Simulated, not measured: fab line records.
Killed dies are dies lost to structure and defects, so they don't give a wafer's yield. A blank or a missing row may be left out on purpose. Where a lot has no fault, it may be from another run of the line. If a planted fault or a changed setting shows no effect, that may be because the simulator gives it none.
Comparing a struck lot with a sound one | flow sky130 | 21 steps out of a route of 708
Sound: these wafers, L612.1, L612.3, L612.5. Wafers struck: L624.1, L624.2, L624.3. At the end, the cause is stated.
Each step with rows lists, per side, the tool, then ch with its chambers, then its first start. Under that, the readings that differ: sound wafers | struck wafers | difference of the means | sigmas: that difference in standard deviations of wafers without a fault.
alike: a reading whose means differ by less than 2 such deviations, as well as words and numbers matching on both sides. not compared: withheld readings; readings where some wafer has no value; bounds like >300 that might hide an equal value; numbers whose values overlap and for which the record gives no deviation.
The two part at a step that has a row with sigmas, a row that says differs or no value, or rows on one side only. Numbers that have no deviation but don't overlap get no sigmas and don't part them. Lack of a reading on every wafer of one side parts them only where that side has two or more wafers.

first, 1 step without rows for these wafers: SKY_LDD_LDN_IMPLANT_11.
SKY_LDD_LDN_STRIP_12: strips in O2/N2.
  sound on plasmaAsher-02 ch 0,1, day 23 03:10; struck on plasmaAsher-01 ch 0,1, day 27 20:07
  alike: drypumpMotorCurrentA, oesProductAu, stripTimeToEndpointS
  not compared: rfHoursCounterH
SKY_LDD_LDN_TW_MEAS_13:
  struck on filmMetro-02, day 27 20:13; sound on filmMetro-03, day 23 03:16
  alike: LDD_LDN_TW
then, 2 steps without rows for these wafers: SKY_LDD_LDN_CLEAN_14 (cleans in SC1/SC2, time 150 s); SKY_SPACER_CVD_00 (deposits Si3N4 from DCS/NH3, target thk 43.1 nm, time 740 s).
SKY_SPACER_THK_MEAS_01:
  struck on filmMetro-03, day 27 22:33; sound on filmMetro-03, day 23 05:31
  alike: SPACER_CVD_00_THK
SKY_SPACER_ETCHBACK_02: etches Si3N4 in CH3F/O2, stops on SiO2, time 46.7 s, target depth 45 nm.
  sound on rieDiel-01 ch 0,1,2, day 23 05:35; struck on rieDiel-04 ch 0,1,3, day 27 22:37
  alike: O2_flow_sccm, drypumpMotorCurrentA, oesProductAu, rfFwdPowerW, throttleValvePct
  not compared: rfHoursCounterH
then, 5 steps without rows for these wafers: SKY_POLY_CUT_DEHYDRATE_00 (time 60 s); SKY_POLY_CUT_HMDS_01 (prime time 60 s); SKY_POLY_CUT_COAT_02 (resist thk 60 nm); SKY_POLY_CUT_COAT_03 (resist thk 450 nm); SKY_POLY_CUT_SOFTBAKE_04 (time 90 s).
SKY_POLY_CUT_EXPOSE_05: exposes mask NPCM, target cd 270 nm.
  sound on krfScanner-02 ch 0, day 23 19:56; struck on krfScanner-02 ch 0, day 28 12:59
  alike: mask
then, 2 steps without rows for these wafers: SKY_POLY_CUT_PEB_06; SKY_POLY_CUT_DEVELOP_07 (develop time 60 s).
SKY_POLY_CUT_CD_MEAS_08: target cd 270 nm.
  struck on cdSem-01, day 29 03:19; sound on cdSem-02, day 24 11:08
reading   | sound             | struck | difference                    | sigmas
cdNm (nm) | 268.5 268.0 268.5 | - - -  | no value on the struck wafers | 
SKY_POLY_CUT_OVL_MEAS_09:
  struck on overlay-01, day 29 03:26; sound on overlay-01, day 24 11:15
  alike: POLY_CUT_OVL
SKY_POLY_CUT_ETCH_10: etches BARC in N2/H2, stops on SiO2, time 45.9 s, target depth 60 nm.
  sound on rieDiel-01 ch 1,2, day 24 11:17; struck on rieDiel-01 ch 1,2,3, day 29 03:28
  alike: drypumpMotorCurrentA, oesProductAu, rfFwdPowerW, throttleValvePct
  not compared: rfHoursCounterH, model.POLY_CUT.cdNm
SKY_POLY_CUT_ETCH_11: etches Si3N4 in CF4/CH2F2/Ar, stops on poly-Si, time 42.5 s, target depth 60 nm.
  sound on rieDiel-01 ch 1,2, day 24 11:19; struck on rieDiel-01 ch 1,2,3, day 29 03:31
  alike: cf4FlowSccm, drypumpMotorCurrentA, oesProductAu, rfFwdPowerW, throttleValvePct
  not compared: rfHoursCounterH, model.POLY_CUT.cdNm
SKY_POLY_CUT_STRIP_12: strips in O2/N2.
  sound on plasmaAsher-03 ch 0,1, day 24 11:22; struck on plasmaAsher-03 ch 0,1, day 29 03:33
  alike: drypumpMotorCurrentA, oesProductAu, stripTimeToEndpointS
  not compared: rfHoursCounterH
-- here the record skips 20 days between the struck wafers' starts before and after, leaving off in module POLY_CUT and picking up in module PAD_OPEN (first step shown: number 708 of the route) --
SKY_PAD_OPEN_PROBE_99:
  the record has rows for the struck wafers here (prober-02, day 49 02:49) and none for the sound ones

## WHERE THEY PART
Earliest at SKY_POLY_CUT_CD_MEAS_08; latest, in this record, at SKY_PAD_OPEN_PROBE_99.

WHY: whatever the simulator had introduced
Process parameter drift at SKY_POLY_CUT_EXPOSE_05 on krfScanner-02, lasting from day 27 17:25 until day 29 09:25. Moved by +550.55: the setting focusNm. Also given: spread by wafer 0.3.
